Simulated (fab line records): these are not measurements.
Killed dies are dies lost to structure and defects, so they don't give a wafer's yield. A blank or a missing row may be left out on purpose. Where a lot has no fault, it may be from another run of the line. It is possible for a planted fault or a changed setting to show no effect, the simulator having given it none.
Which tool was responsible? -- flow gf180mcu -- 18 wafers from 6 lots sampled at 2 of the route's 602 steps

WHAT THE GAUGES READ, wafer by wafer
GF_SAB_THK_MEAS_01.
lot,measured,on,SAB_CVD_00_THK (nm)
L428,day 15 00:56,film metro-04,49.5 49.4 48.3
L431,day 15 17:38,film metro-01,49.4 48.9 50.5
L434,day 16 14:30,film metro-03,49.5 51.6 50.5
L443,day 20 01:37,film metro-04,42.9 42.6 43.3
L445,day 20 18:22,film metro-04,50.4 49.3 51.1
L447,day 21 10:10,film metro-04,50.1 50.7 49.6

TOOL THAT RAN EACH LOT (tool first, then ch and the chambers of the sampled wafers, then the start)
lot,GF_SAB_CVD_00
L428,"pecvd-02 ch 0,1,2, day 15 00:55"
L431,"pecvd-04 ch 0,1,2, day 15 17:37"
L434,"pecvd-01 ch 0,1,2, day 16 14:28"
L443,"pecvd-01 ch 0,1, day 20 01:36"
L445,"pecvd-04 ch 0,1,2, day 20 18:21"
L447,"pecvd-02 ch 0,1,2, day 21 10:09"
- GF_SAB_CVD_00: deposits SiO2 from TEOS, target thk 50 nm, time 4.9302 s.

THE ANSWER, worked out from the rows above alone
Rule: the lots themselves supply what counts as usual. The widest of any qualifying gaps counts: lots, ordered by their means at a reading, are off when they make up no more than a third of the lots, leave a main group of 4 or more, and stand apart from it by 3 or more times the standard deviation of that group's means. A main group is skipped when, at the precision printed for the reading in the tables above, its means are all equal. Also off: a lot with no number at a reading for which 4 or more lots have one. Any other lot the step has rows for is counted as sound.
Off: L443, at GF_SAB_THK_MEAS_01 (SAB_CVD_00_THK). The main group has a mean of 49.9 nm with a standard deviation of 0.52.
If a tool, at a process step before that reading, ran all the lots that are off and no sound lot after the first of them, it fits. Those tools and the gauges at GF_SAB_THK_MEAS_01 are tried in the same way. One candidate fits, namely pecvd-01 at GF_SAB_CVD_00. A fault onset in the window from L434 (day 16 14:28, its last sound lot) to L443 (day 20 01:36, its first lot off) fits.

WHAT HAD BEEN PUT IN BY THE SIMULATOR
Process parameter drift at GF_SAB_CVD_00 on pecvd-01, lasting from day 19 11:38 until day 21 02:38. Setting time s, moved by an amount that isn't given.
Shown lots that were struck: L443. The rule above found the same.
